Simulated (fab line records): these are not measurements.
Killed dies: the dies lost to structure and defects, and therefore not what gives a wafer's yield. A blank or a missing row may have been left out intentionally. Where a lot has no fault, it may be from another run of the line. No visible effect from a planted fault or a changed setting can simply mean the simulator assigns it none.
fab line records / flow gf180mcu
record lots=12 wafers=36 last_day=34
route steps=602 shown V3@451 M4@461 V4@485 MIM@509
lots with no fault: from the same line, run without faults
start_h: hours from the record's first day to the start of the lot's first wafer shown / wait_h: hours elapsed since this lot's preceding step / " same as the row above / L1.1+2: a row that stands for several wafers / - value missing, or start not given / * or withheld: withheld / < > ~ a bound
route shown NAME@n: names a module that has steps shown in the file, with the first one's number in the route / usual: average and standard deviation across the fault-free wafers / same: alike in all rows / chamber/n: place in a boat / sites: each site's reading / _std_site: standard deviation of those values / _edge_site: the outer-site mean with the inner-site mean subtracted / radius_mm: how far each site lies from the wafer's centre / mask NAME#n: copy n / behind: the last tool/chamber to shape the wafer / hold: why the lot went on hold/how many hours it stayed there/how the hold came to an end / device: transistor that didn't switch, given as n, p or np / end of line: at the end of the route, the tests of the same wafers / a step given without rows: its recipe and nothing more / killed: not the wafer's yield, but the dies lost to structure and defects at the first sort / map: per-die view of a wafer (x killed, . not killed, _ where there is no die)
set.NAME: the setting as run; set.NAME@STEP: as run at that earlier step / model.NAME: the simulator's own value behind a step, which no gauge read
a sample of lots followed through the steps of the route, with each step as a table and each wafer as a row
services: from which hour (start_h, from the record's first day; less than 0 if before it) a tool's chamber was out of use, for how many hours, and why
## steps
# step GF_V3_SPUTTER_22
# recipe material=TiN target_thk_nm=10 chamber_pressure_pa=5 power_w=4000 time_s=40
# usual throttle_valve_pct=30.5/1.4
lot.wafer=L346.1 tool=pvd_sputter-04 chamber=- start_h=515.57 wait_h=0.0 throttle_valve_pct=30.4
lot.wafer=L346.2 tool=pvd_sputter-04 chamber=- start_h=515.57 wait_h=0.0 throttle_valve_pct=29.5
lot.wafer=L346.6 tool=pvd_sputter-04 chamber=- start_h=515.57 wait_h=0.0 throttle_valve_pct=30.1
lot.wafer=L349.1 tool=pvd_sputter-03 chamber=- start_h=544.56 wait_h=0.0 throttle_valve_pct=29.6
lot.wafer=L349.2 tool=pvd_sputter-03 chamber=- start_h=544.56 wait_h=0.0 throttle_valve_pct=29.9
lot.wafer=L349.3 tool=pvd_sputter-03 chamber=- start_h=544.56 wait_h=0.0 throttle_valve_pct=30.1
lot.wafer=L350.1 tool=pvd_sputter-04 chamber=- start_h=550.42 wait_h=0.0 throttle_valve_pct=32.7
lot.wafer=L350.3 tool=pvd_sputter-04 chamber=- start_h=550.42 wait_h=0.0 throttle_valve_pct=29.7
lot.wafer=L350.5 tool=pvd_sputter-04 chamber=- start_h=550.42 wait_h=0.0 throttle_valve_pct=30.0
lot.wafer=L351.2 tool=pvd_sputter-04 chamber=- start_h=553.83 wait_h=0.0 throttle_valve_pct=32.7
lot.wafer=L351.4 tool=pvd_sputter-04 chamber=- start_h=553.83 wait_h=0.0 throttle_valve_pct=29.8
lot.wafer=L351.6 tool=pvd_sputter-04 chamber=- start_h=553.83 wait_h=0.0 throttle_valve_pct=31.6
lot.wafer=L354.1 tool=pvd_sputter-03 chamber=- start_h=580.65 wait_h=0.0 throttle_valve_pct=27.7
lot.wafer=L354.3 tool=pvd_sputter-03 chamber=- start_h=580.65 wait_h=0.0 throttle_valve_pct=29.5
lot.wafer=L354.5 tool=pvd_sputter-03 chamber=- start_h=580.65 wait_h=0.0 throttle_valve_pct=29.5
lot.wafer=L355.2 tool=pvd_sputter-04 chamber=- start_h=589.73 wait_h=0.0 throttle_valve_pct=30.1
lot.wafer=L355.3 tool=pvd_sputter-04 chamber=- start_h=589.73 wait_h=0.0 throttle_valve_pct=32.7
lot.wafer=L355.4 tool=pvd_sputter-04 chamber=- start_h=589.73 wait_h=0.0 throttle_valve_pct=29.7
lot.wafer=L356.3 tool=pvd_sputter-03 chamber=- start_h=603.62 wait_h=0.0 throttle_valve_pct=29.1
lot.wafer=L356.5 tool=pvd_sputter-03 chamber=- start_h=603.62 wait_h=0.0 throttle_valve_pct=29.6
lot.wafer=L356.6 tool=pvd_sputter-03 chamber=- start_h=603.62 wait_h=0.0 throttle_valve_pct=29.5
lot.wafer=L358.2 tool=pvd_sputter-04 chamber=- start_h=616.34 wait_h=0.0 throttle_valve_pct=31.4
lot.wafer=L358.4 tool=pvd_sputter-04 chamber=- start_h=616.34 wait_h=0.0 throttle_valve_pct=32.7
lot.wafer=L358.5 tool=pvd_sputter-04 chamber=- start_h=616.34 wait_h=0.0 throttle_valve_pct=32.8
lot.wafer=L362.2 tool=pvd_sputter-01 chamber=- start_h=647.26 wait_h=0.0 throttle_valve_pct=29.0
lot.wafer=L362.3 tool=pvd_sputter-01 chamber=- start_h=647.26 wait_h=0.0 throttle_valve_pct=31.2
lot.wafer=L362.6 tool=pvd_sputter-01 chamber=- start_h=647.26 wait_h=0.0 throttle_valve_pct=31.3
lot.wafer=L363.1 tool=pvd_sputter-01 chamber=- start_h=666.73 wait_h=0.0 throttle_valve_pct=29.8
lot.wafer=L363.2 tool=pvd_sputter-01 chamber=- start_h=666.73 wait_h=0.0 throttle_valve_pct=29.2
lot.wafer=L363.3 tool=pvd_sputter-01 chamber=- start_h=666.73 wait_h=0.0 throttle_valve_pct=31.4
lot.wafer=L366.3 tool=pvd_sputter-04 chamber=- start_h=676.36 wait_h=0.0 throttle_valve_pct=29.6
lot.wafer=L366.4 tool=pvd_sputter-04 chamber=- start_h=676.36 wait_h=0.0 throttle_valve_pct=31.5
lot.wafer=L366.6 tool=pvd_sputter-04 chamber=- start_h=676.36 wait_h=0.0 throttle_valve_pct=32.8
lot.wafer=L368.2 tool=pvd_sputter-03 chamber=- start_h=693.32 wait_h=0.0 throttle_valve_pct=27.9
lot.wafer=L368.4 tool=pvd_sputter-03 chamber=- start_h=693.32 wait_h=0.0 throttle_valve_pct=29.6
lot.wafer=L368.5 tool=pvd_sputter-03 chamber=- start_h=693.32 wait_h=0.0 throttle_valve_pct=29.7
# step GF_M4_RS_MEAS_05
# recipe thk_meas_gauge=four-point-probe reads=TiN_of_M4_SPUTTER_04+Ti_of_M4_SPUTTER_03+AlCu_of_M4_SPUTTER_02+TiN_of_M4_SPUTTER_01+Ti_of_M4_SPUTTER_00
# usual M4_ALCU_RS=0.0689/0.00088
lot.wafer=L346.1 tool=film_metro-04 chamber=- start_h=516.42 wait_h=0.0 M4_ALCU_RS[ohm/sq]=0.0696
lot.wafer=L346.2 tool=film_metro-04 chamber=- start_h=516.42 wait_h=0.0 M4_ALCU_RS[ohm/sq]=0.0696
lot.wafer=L346.6 tool=film_metro-04 chamber=- start_h=516.42 wait_h=0.0 M4_ALCU_RS[ohm/sq]=0.0695
lot.wafer=L349.1 tool=film_metro-03 chamber=- start_h=545.41 wait_h=0.0 M4_ALCU_RS[ohm/sq]=0.0677
lot.wafer=L349.2 tool=film_metro-03 chamber=- start_h=545.41 wait_h=0.0 M4_ALCU_RS[ohm/sq]=0.0678
lot.wafer=L349.3 tool=film_metro-03 chamber=- start_h=545.41 wait_h=0.0 M4_ALCU_RS[ohm/sq]=0.0689
lot.wafer=L350.1 tool=film_metro-04 chamber=- start_h=551.27 wait_h=0.0 M4_ALCU_RS[ohm/sq]=0.0687
lot.wafer=L350.3 tool=film_metro-04 chamber=- start_h=551.27 wait_h=0.0 M4_ALCU_RS[ohm/sq]=0.0683
lot.wafer=L350.5 tool=film_metro-04 chamber=- start_h=551.27 wait_h=0.0 M4_ALCU_RS[ohm/sq]=0.0693
lot.wafer=L351.2 tool=film_metro-02 chamber=- start_h=554.70 wait_h=0.0 M4_ALCU_RS[ohm/sq]=0.0670
lot.wafer=L351.4 tool=film_metro-02 chamber=- start_h=554.70 wait_h=0.0 M4_ALCU_RS[ohm/sq]=0.0680
lot.wafer=L351.6 tool=film_metro-02 chamber=- start_h=554.70 wait_h=0.0 M4_ALCU_RS[ohm/sq]=0.0671
lot.wafer=L354.1 tool=film_metro-02 chamber=- start_h=581.55 wait_h=0.0 M4_ALCU_RS[ohm/sq]=0.0682
lot.wafer=L354.3 tool=film_metro-02 chamber=- start_h=581.55 wait_h=0.0 M4_ALCU_RS[ohm/sq]=0.0690
lot.wafer=L354.5 tool=film_metro-02 chamber=- start_h=581.55 wait_h=0.0 M4_ALCU_RS[ohm/sq]=0.0687
lot.wafer=L355.2 tool=film_metro-04 chamber=- start_h=590.60 wait_h=0.0 M4_ALCU_RS[ohm/sq]=0.0686
lot.wafer=L355.3 tool=film_metro-04 chamber=- start_h=590.60 wait_h=0.0 M4_ALCU_RS[ohm/sq]=0.0685
lot.wafer=L355.4 tool=film_metro-04 chamber=- start_h=590.60 wait_h=0.0 M4_ALCU_RS[ohm/sq]=0.0690
lot.wafer=L356.3 tool=film_metro-02 chamber=- start_h=604.52 wait_h=0.1 M4_ALCU_RS[ohm/sq]=0.0687
lot.wafer=L356.5 tool=film_metro-02 chamber=- start_h=604.52 wait_h=0.1 M4_ALCU_RS[ohm/sq]=0.0683
lot.wafer=L356.6 tool=film_metro-02 chamber=- start_h=604.52 wait_h=0.1 M4_ALCU_RS[ohm/sq]=0.0693
lot.wafer=L358.2 tool=film_metro-02 chamber=- start_h=617.24 wait_h=0.0 M4_ALCU_RS[ohm/sq]=0.0688
lot.wafer=L358.4 tool=film_metro-02 chamber=- start_h=617.24 wait_h=0.0 M4_ALCU_RS[ohm/sq]=0.0690
lot.wafer=L358.5 tool=film_metro-02 chamber=- start_h=617.24 wait_h=0.0 M4_ALCU_RS[ohm/sq]=0.0683
lot.wafer=L362.2 tool=film_metro-04 chamber=- start_h=648.13 wait_h=0.0 M4_ALCU_RS[ohm/sq]=0.0691
lot.wafer=L362.3 tool=film_metro-04 chamber=- start_h=648.13 wait_h=0.0 M4_ALCU_RS[ohm/sq]=0.0694
lot.wafer=L362.6 tool=film_metro-04 chamber=- start_h=648.13 wait_h=0.0 M4_ALCU_RS[ohm/sq]=0.0691
lot.wafer=L363.1 tool=film_metro-03 chamber=- start_h=667.58 wait_h=0.0 M4_ALCU_RS[ohm/sq]=0.0681
lot.wafer=L363.2 tool=film_metro-03 chamber=- start_h=667.58 wait_h=0.0 M4_ALCU_RS[ohm/sq]=0.0671
lot.wafer=L363.3 tool=film_metro-03 chamber=- start_h=667.58 wait_h=0.0 M4_ALCU_RS[ohm/sq]=0.0676
lot.wafer=L366.3 tool=film_metro-02 chamber=- start_h=677.25 wait_h=0.1 M4_ALCU_RS[ohm/sq]=0.0692
lot.wafer=L366.4 tool=film_metro-02 chamber=- start_h=677.25 wait_h=0.1 M4_ALCU_RS[ohm/sq]=0.0685
lot.wafer=L366.6 tool=film_metro-02 chamber=- start_h=677.25 wait_h=0.1 M4_ALCU_RS[ohm/sq]=0.0689
lot.wafer=L368.2 tool=film_metro-02 chamber=- start_h=694.19 wait_h=0.0 M4_ALCU_RS[ohm/sq]=0.0695
lot.wafer=L368.4 tool=film_metro-02 chamber=- start_h=694.19 wait_h=0.0 M4_ALCU_RS[ohm/sq]=0.0688
lot.wafer=L368.5 tool=film_metro-02 chamber=- start_h=694.19 wait_h=0.0 M4_ALCU_RS[ohm/sq]=0.0694
# step GF_V4_COAT_09
# recipe resist=KrF spin_rpm=withheld resist_thk_nm=1000
# usual resist_line_temp_C=22.96/0.099
lot.wafer=L346.1 tool=litho_track-01 chamber=0 start_h=551 wait_h=- resist_line_temp_C=22.93
lot.wafer=L346.2 tool=litho_track-01 chamber=0 start_h=551 wait_h=- resist_line_temp_C=22.95
lot.wafer=L346.6 tool=litho_track-01 chamber=0 start_h=551 wait_h=- resist_line_temp_C=22.93
lot.wafer=L349.1 tool=litho_track-01 chamber=0 start_h=579 wait_h=- resist_line_temp_C=23.03
lot.wafer=L349.2 tool=litho_track-01 chamber=0 start_h=579 wait_h=- resist_line_temp_C=22.74
lot.wafer=L349.3 tool=litho_track-01 chamber=0 start_h=579 wait_h=- resist_line_temp_C=22.98
lot.wafer=L350.1 tool=litho_track-04 chamber=0 start_h=584 wait_h=- resist_line_temp_C=22.87
lot.wafer=L350.3 tool=litho_track-04 chamber=0 start_h=584 wait_h=- resist_line_temp_C=23.08
lot.wafer=L350.5 tool=litho_track-04 chamber=0 start_h=584 wait_h=- resist_line_temp_C=22.95
lot.wafer=L351.2 tool=litho_track-01 chamber=0 start_h=587 wait_h=- resist_line_temp_C=23.04
lot.wafer=L351.4 tool=litho_track-01 chamber=0 start_h=587 wait_h=- resist_line_temp_C=22.96
lot.wafer=L351.6 tool=litho_track-01 chamber=0 start_h=587 wait_h=- resist_line_temp_C=22.94
lot.wafer=L354.1 tool=litho_track-03 chamber=0 start_h=614 wait_h=- resist_line_temp_C=23.17
lot.wafer=L354.3 tool=litho_track-03 chamber=0 start_h=614 wait_h=- resist_line_temp_C=23.17
lot.wafer=L354.5 tool=litho_track-03 chamber=0 start_h=614 wait_h=- resist_line_temp_C=23.09
lot.wafer=L355.2 tool=litho_track-03 chamber=0 start_h=623 wait_h=- resist_line_temp_C=22.95
lot.wafer=L355.3 tool=litho_track-03 chamber=0 start_h=623 wait_h=- resist_line_temp_C=23.02
lot.wafer=L355.4 tool=litho_track-03 chamber=0 start_h=623 wait_h=- resist_line_temp_C=22.95
lot.wafer=L356.3 tool=litho_track-04 chamber=0 start_h=635 wait_h=- resist_line_temp_C=22.90
lot.wafer=L356.5 tool=litho_track-04 chamber=0 start_h=635 wait_h=- resist_line_temp_C=23.01
lot.wafer=L356.6 tool=litho_track-04 chamber=0 start_h=635 wait_h=- resist_line_temp_C=23.02
lot.wafer=L358.2 tool=litho_track-03 chamber=0 start_h=648 wait_h=- resist_line_temp_C=22.92
lot.wafer=L358.4 tool=litho_track-03 chamber=0 start_h=649 wait_h=- resist_line_temp_C=22.89
lot.wafer=L358.5 tool=litho_track-03 chamber=0 start_h=649 wait_h=- resist_line_temp_C=22.87
lot.wafer=L362.2 tool=litho_track-04 chamber=0 start_h=677 wait_h=- resist_line_temp_C=23.21
lot.wafer=L362.3 tool=litho_track-04 chamber=0 start_h=677 wait_h=- resist_line_temp_C=23.04
lot.wafer=L362.6 tool=litho_track-04 chamber=0 start_h=677 wait_h=- resist_line_temp_C=23.02
lot.wafer=L363.1 tool=litho_track-03 chamber=0 start_h=696 wait_h=- resist_line_temp_C=22.91
lot.wafer=L363.2 tool=litho_track-03 chamber=0 start_h=696 wait_h=- resist_line_temp_C=23.02
lot.wafer=L363.3 tool=litho_track-03 chamber=0 start_h=696 wait_h=- resist_line_temp_C=22.81
lot.wafer=L366.3 tool=litho_track-04 chamber=0 start_h=706 wait_h=- resist_line_temp_C=23.05
lot.wafer=L366.4 tool=litho_track-04 chamber=0 start_h=706 wait_h=- resist_line_temp_C=23.07
lot.wafer=L366.6 tool=litho_track-04 chamber=0 start_h=706 wait_h=- resist_line_temp_C=23.07
lot.wafer=L368.2 tool=litho_track-01 chamber=0 start_h=722 wait_h=- resist_line_temp_C=23.12
lot.wafer=L368.4 tool=litho_track-01 chamber=0 start_h=722 wait_h=- resist_line_temp_C=22.99
lot.wafer=L368.5 tool=litho_track-01 chamber=0 start_h=722 wait_h=- resist_line_temp_C=22.96
# step GF_V4_STRIP_18
# recipe chemistry=O2/N2 power_w=1400 pressure_mtorr=1500 platen_temp_c=250 o2_flow_sccm=3000 n2_flow_sccm=300 overash_fraction=0.5
# usual drypump_motor_current_A=6.2/0.3 heater_power_w=334/26 oes_product_au=0.593/0.005
# same overash_fraction=0.5
lot.wafer=L346.1 tool=plasma_asher-03 chamber=1 start_h=563.23 wait_h=- drypump_motor_current_A=5.8 heater_power_w=355 oes_product_au=0.594 rf_hours_counter_h=51
lot.wafer=L346.2 tool=plasma_asher-03 chamber=0 start_h=563.23 wait_h=- drypump_motor_current_A=6.0 heater_power_w=327 oes_product_au=0.589 rf_hours_counter_h=51
lot.wafer=L346.6 tool=plasma_asher-03 chamber=1 start_h=563.23 wait_h=- drypump_motor_current_A=5.8 heater_power_w=371 oes_product_au=0.595 rf_hours_counter_h=-
lot.wafer=L349.1 tool=plasma_asher-03 chamber=1 start_h=589.74 wait_h=- drypump_motor_current_A=5.8 heater_power_w=371 oes_product_au=0.589 rf_hours_counter_h=54
lot.wafer=L349.2 tool=plasma_asher-03 chamber=0 start_h=589.74 wait_h=- drypump_motor_current_A=5.9 heater_power_w=327 oes_product_au=0.593 rf_hours_counter_h=54
lot.wafer=L349.3 tool=plasma_asher-03 chamber=0 start_h=589.74 wait_h=- drypump_motor_current_A=5.9 heater_power_w=318 oes_product_au=0.600 rf_hours_counter_h=-
lot.wafer=L350.1 tool=plasma_asher-03 chamber=0 start_h=595.61 wait_h=- drypump_motor_current_A=5.9 heater_power_w=325 oes_product_au=0.594 rf_hours_counter_h=55
lot.wafer=L350.3 tool=plasma_asher-03 chamber=0 start_h=595.61 wait_h=- drypump_motor_current_A=6.0 heater_power_w=322 oes_product_au=0.591 rf_hours_counter_h=-
lot.wafer=L350.5 tool=plasma_asher-03 chamber=0 start_h=595.61 wait_h=- drypump_motor_current_A=5.9 heater_power_w=331 oes_product_au=0.586 rf_hours_counter_h=-
lot.wafer=L351.2 tool=plasma_asher-04 chamber=0 start_h=599.14 wait_h=- drypump_motor_current_A=6.7 heater_power_w=336 oes_product_au=0.593 rf_hours_counter_h=75
lot.wafer=L351.4 tool=plasma_asher-04 chamber=0 start_h=599.14 wait_h=- drypump_motor_current_A=6.6 heater_power_w=333 oes_product_au=0.596 rf_hours_counter_h=-
lot.wafer=L351.6 tool=plasma_asher-04 chamber=0 start_h=599.14 wait_h=- drypump_motor_current_A=6.7 heater_power_w=335 oes_product_au=0.593 rf_hours_counter_h=-
lot.wafer=L354.1 tool=plasma_asher-03 chamber=0 start_h=625.79 wait_h=- drypump_motor_current_A=6.0 heater_power_w=316 oes_product_au=0.594 rf_hours_counter_h=58
lot.wafer=L354.3 tool=plasma_asher-03 chamber=0 start_h=625.79 wait_h=- drypump_motor_current_A=6.0 heater_power_w=321 oes_product_au=0.597 rf_hours_counter_h=-
lot.wafer=L354.5 tool=plasma_asher-03 chamber=0 start_h=625.79 wait_h=- drypump_motor_current_A=6.0 heater_power_w=321 oes_product_au=0.587 rf_hours_counter_h=-
lot.wafer=L355.2 tool=plasma_asher-02 chamber=0 start_h=634.41 wait_h=- drypump_motor_current_A=6.4 heater_power_w=327 oes_product_au=0.596 rf_hours_counter_h=19
lot.wafer=L355.3 tool=plasma_asher-02 chamber=0 start_h=634.41 wait_h=- drypump_motor_current_A=6.5 heater_power_w=325 oes_product_au=0.591 rf_hours_counter_h=-
lot.wafer=L355.4 tool=plasma_asher-02 chamber=1 start_h=634.41 wait_h=- drypump_motor_current_A=6.4 heater_power_w=353 oes_product_au=0.592 rf_hours_counter_h=-
lot.wafer=L356.3 tool=plasma_asher-02 chamber=0 start_h=645.72 wait_h=- drypump_motor_current_A=6.5 heater_power_w=329 oes_product_au=0.596 rf_hours_counter_h=-
lot.wafer=L356.5 tool=plasma_asher-02 chamber=0 start_h=645.72 wait_h=- drypump_motor_current_A=6.5 heater_power_w=331 oes_product_au=0.600 rf_hours_counter_h=-
lot.wafer=L356.6 tool=plasma_asher-02 chamber=1 start_h=645.72 wait_h=- drypump_motor_current_A=6.4 heater_power_w=339 oes_product_au=0.585 rf_hours_counter_h=-
lot.wafer=L358.2 tool=plasma_asher-04 chamber=1 start_h=659.29 wait_h=- drypump_motor_current_A=6.2 heater_power_w=289 oes_product_au=0.594 rf_hours_counter_h=82
lot.wafer=L358.4 tool=plasma_asher-04 chamber=0 start_h=659.29 wait_h=- drypump_motor_current_A=6.7 heater_power_w=336 oes_product_au=0.593 rf_hours_counter_h=-
lot.wafer=L358.5 tool=plasma_asher-04 chamber=1 start_h=659.29 wait_h=- drypump_motor_current_A=6.2 heater_power_w=278 oes_product_au=0.589 rf_hours_counter_h=-
lot.wafer=L362.2 tool=plasma_asher-03 chamber=1 start_h=687.81 wait_h=- drypump_motor_current_A=5.8 heater_power_w=369 oes_product_au=0.594 rf_hours_counter_h=65
lot.wafer=L362.3 tool=plasma_asher-03 chamber=0 start_h=687.81 wait_h=- drypump_motor_current_A=5.9 heater_power_w=327 oes_product_au=0.591 rf_hours_counter_h=-
lot.wafer=L362.6 tool=plasma_asher-03 chamber=1 start_h=687.81 wait_h=- drypump_motor_current_A=5.8 heater_power_w=366 oes_product_au=0.591 rf_hours_counter_h=-
lot.wafer=L363.1 tool=plasma_asher-03 chamber=1 start_h=706.48 wait_h=- drypump_motor_current_A=5.8 heater_power_w=370 oes_product_au=0.607 rf_hours_counter_h=67
lot.wafer=L363.2 tool=plasma_asher-03 chamber=0 start_h=706.48 wait_h=- drypump_motor_current_A=5.9 heater_power_w=325 oes_product_au=0.610 rf_hours_counter_h=67
lot.wafer=L363.3 tool=plasma_asher-03 chamber=1 start_h=706.48 wait_h=- drypump_motor_current_A=5.8 heater_power_w=369 oes_product_au=0.615 rf_hours_counter_h=-
lot.wafer=L366.3 tool=plasma_asher-04 chamber=0 start_h=715.87 wait_h=- drypump_motor_current_A=6.7 heater_power_w=336 oes_product_au=0.591 rf_hours_counter_h=-
lot.wafer=L366.4 tool=plasma_asher-04 chamber=1 start_h=715.87 wait_h=- drypump_motor_current_A=6.2 heater_power_w=293 oes_product_au=0.596 rf_hours_counter_h=-
lot.wafer=L366.6 tool=plasma_asher-04 chamber=0 start_h=715.87 wait_h=- drypump_motor_current_A=6.7 heater_power_w=340 oes_product_au=0.597 rf_hours_counter_h=-
lot.wafer=L368.2 tool=plasma_asher-03 chamber=0 start_h=731.73 wait_h=- drypump_motor_current_A=6.0 heater_power_w=320 oes_product_au=0.593 rf_hours_counter_h=71
lot.wafer=L368.4 tool=plasma_asher-03 chamber=0 start_h=731.73 wait_h=- drypump_motor_current_A=6.0 heater_power_w=321 oes_product_au=0.595 rf_hours_counter_h=-
lot.wafer=L368.5 tool=plasma_asher-03 chamber=0 start_h=731.73 wait_h=- drypump_motor_current_A=5.9 heater_power_w=322 oes_product_au=0.605 rf_hours_counter_h=-
# step GF_MIM_THK_MEAS_06
# recipe reads=Si3N4_of_MIM_CVD_05
# usual MIM_CVD_05_THK=42.1/0.67
lot.wafer=L346.1 tool=film_metro-04 chamber=- start_h=564.71 wait_h=0.0 MIM_CVD_05_THK[nm]=41.6
lot.wafer=L346.2 tool=film_metro-04 chamber=- start_h=564.71 wait_h=0.0 MIM_CVD_05_THK[nm]=41.5
lot.wafer=L346.6 tool=film_metro-04 chamber=- start_h=564.71 wait_h=0.0 MIM_CVD_05_THK[nm]=42.3
lot.wafer=L349.1 tool=film_metro-02 chamber=- start_h=591.22 wait_h=0.0 MIM_CVD_05_THK[nm]=41.0
lot.wafer=L349.2 tool=film_metro-02 chamber=- start_h=591.22 wait_h=0.0 MIM_CVD_05_THK[nm]=42.3
lot.wafer=L349.3 tool=film_metro-02 chamber=- start_h=591.22 wait_h=0.0 MIM_CVD_05_THK[nm]=41.6
lot.wafer=L350.1 tool=film_metro-02 chamber=- start_h=597.09 wait_h=0.0 MIM_CVD_05_THK[nm]=41.5
lot.wafer=L350.3 tool=film_metro-02 chamber=- start_h=597.09 wait_h=0.0 MIM_CVD_05_THK[nm]=41.7
lot.wafer=L350.5 tool=film_metro-02 chamber=- start_h=597.09 wait_h=0.0 MIM_CVD_05_THK[nm]=42.8
lot.wafer=L351.2 tool=film_metro-02 chamber=- start_h=600.67 wait_h=0.0 MIM_CVD_05_THK[nm]=41.1
lot.wafer=L351.4 tool=film_metro-02 chamber=- start_h=600.67 wait_h=0.0 MIM_CVD_05_THK[nm]=41.7
lot.wafer=L351.6 tool=film_metro-02 chamber=- start_h=600.67 wait_h=0.0 MIM_CVD_05_THK[nm]=43.1
lot.wafer=L354.1 tool=film_metro-04 chamber=- start_h=627.27 wait_h=0.0 MIM_CVD_05_THK[nm]=42.1
lot.wafer=L354.3 tool=film_metro-04 chamber=- start_h=627.27 wait_h=0.0 MIM_CVD_05_THK[nm]=42.3
lot.wafer=L354.5 tool=film_metro-04 chamber=- start_h=627.27 wait_h=0.0 MIM_CVD_05_THK[nm]=42.3
lot.wafer=L355.2 tool=film_metro-04 chamber=- start_h=635.90 wait_h=0.0 MIM_CVD_05_THK[nm]=41.5
lot.wafer=L355.3 tool=film_metro-04 chamber=- start_h=635.90 wait_h=0.0 MIM_CVD_05_THK[nm]=40.9
lot.wafer=L355.4 tool=film_metro-04 chamber=- start_h=635.90 wait_h=0.0 MIM_CVD_05_THK[nm]=40.9
lot.wafer=L356.3 tool=film_metro-02 chamber=- start_h=647.22 wait_h=0.0 MIM_CVD_05_THK[nm]=43.2
lot.wafer=L356.5 tool=film_metro-02 chamber=- start_h=647.22 wait_h=0.0 MIM_CVD_05_THK[nm]=41.6
lot.wafer=L356.6 tool=film_metro-02 chamber=- start_h=647.22 wait_h=0.0 MIM_CVD_05_THK[nm]=43.2
lot.wafer=L358.2 tool=film_metro-04 chamber=- start_h=660.82 wait_h=0.0 MIM_CVD_05_THK[nm]=43.1
lot.wafer=L358.4 tool=film_metro-04 chamber=- start_h=660.82 wait_h=0.0 MIM_CVD_05_THK[nm]=42.7
lot.wafer=L358.5 tool=film_metro-04 chamber=- start_h=660.82 wait_h=0.0 MIM_CVD_05_THK[nm]=43.2
lot.wafer=L362.2 tool=film_metro-04 chamber=- start_h=689.30 wait_h=0.0 MIM_CVD_05_THK[nm]=41.4
lot.wafer=L362.3 tool=film_metro-04 chamber=- start_h=689.30 wait_h=0.0 MIM_CVD_05_THK[nm]=42.0
lot.wafer=L362.6 tool=film_metro-04 chamber=- start_h=689.30 wait_h=0.0 MIM_CVD_05_THK[nm]=42.3
lot.wafer=L363.1 tool=film_metro-02 chamber=- start_h=707.96 wait_h=0.0 MIM_CVD_05_THK[nm]=41.7
lot.wafer=L363.2 tool=film_metro-02 chamber=- start_h=707.96 wait_h=0.0 MIM_CVD_05_THK[nm]=41.3
lot.wafer=L363.3 tool=film_metro-02 chamber=- start_h=707.96 wait_h=0.0 MIM_CVD_05_THK[nm]=41.4
lot.wafer=L366.3 tool=film_metro-04 chamber=- start_h=717.34 wait_h=0.0 MIM_CVD_05_THK[nm]=40.6
lot.wafer=L366.4 tool=film_metro-04 chamber=- start_h=717.34 wait_h=0.0 MIM_CVD_05_THK[nm]=42.1
lot.wafer=L366.6 tool=film_metro-04 chamber=- start_h=717.34 wait_h=0.0 MIM_CVD_05_THK[nm]=43.0
lot.wafer=L368.2 tool=film_metro-02 chamber=- start_h=733.22 wait_h=0.0 MIM_CVD_05_THK[nm]=41.8
lot.wafer=L368.4 tool=film_metro-02 chamber=- start_h=733.22 wait_h=0.0 MIM_CVD_05_THK[nm]=42.8
lot.wafer=L368.5 tool=film_metro-02 chamber=- start_h=733.22 wait_h=0.0 MIM_CVD_05_THK[nm]=42.9
## services
tool=plasma_asher-02 chamber=- start_h=496.72 hours=28.1 kind=pm
tool=plasma_asher-04 chamber=- start_h=506.56 hours=14.6 kind=pm
tool=pvd_sputter-01 chamber=1 start_h=516.42 hours=- kind=consumable_replace:kit
tool=pvd_sputter-01 chamber=1 start_h=516.42 hours=18.0 kind=scheduled_down
tool=pvd_sputter-01 chamber=1 start_h=516.42 hours=18.0 kind=vent_cycle
tool=plasma_asher-04 chamber=- start_h=540.85 hours=28.3 kind=repair
tool=pvd_sputter-01 chamber=- start_h=563.03 hours=2.9 kind=repair
tool=pvd_sputter-03 chamber=2 start_h=579.68 hours=- kind=consumable_replace:kit
tool=pvd_sputter-03 chamber=2 start_h=579.68 hours=18.0 kind=scheduled_down
tool=pvd_sputter-03 chamber=2 start_h=579.68 hours=18.0 kind=vent_cycle
tool=plasma_asher-03 chamber=- start_h=602.71 hours=1.7 kind=repair
tool=pvd_sputter-01 chamber=- start_h=618.58 hours=1.8 kind=repair
tool=plasma_asher-02 chamber=- start_h=640.34 hours=2.8 kind=repair
tool=pvd_sputter-01 chamber=0 start_h=641.43 hours=- kind=consumable_replace:kit
tool=pvd_sputter-01 chamber=0 start_h=641.43 hours=18.0 kind=scheduled_down
tool=pvd_sputter-01 chamber=0 start_h=641.43 hours=18.0 kind=vent_cycle
tool=pvd_sputter-03 chamber=- start_h=656.51 hours=26.9 kind=repair
tool=pvd_sputter-04 chamber=2 start_h=656.84 hours=- kind=consumable_replace:kit
tool=pvd_sputter-04 chamber=2 start_h=656.84 hours=18.0 kind=scheduled_down
tool=pvd_sputter-04 chamber=2 start_h=656.84 hours=18.0 kind=vent_cycle
tool=pvd_sputter-03 chamber=- start_h=663.83 hours=29.1 kind=repair
tool=plasma_asher-04 chamber=- start_h=686.27 hours=28.1 kind=pm
tool=pvd_sputter-04 chamber=- start_h=718.18 hours=2.0 kind=repair
tool=pvd_sputter-01 chamber=3 start_h=719.68 hours=- kind=consumable_replace:kit
## key
first_sign step=GF_V4_STRIP_18 reading=oes_product_au direction=up sigmas=3.4 usual=0.593 struck=0.611 through=control_loop
effect none on later readings
met_at GF_V4_COAT_09
struck_lots L363
loop_trim step=GF_V4_EXPOSE_11 setting=dose lots=L363
not_acting_at GF_V3_SPUTTER_22,GF_M4_RS_MEAS_05,GF_MIM_THK_MEAS_06
onset_between 648 696
fault kind=process_parameter_drift tool=litho_track-03 chamber=- onset_h=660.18 steps=GF_V4_COAT_09 channel=resist_thk_nm offset=* shape=step end_h=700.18 acts_in=* stated=*
# loop_trim: a control loop set the setting to another value than it would have without faults
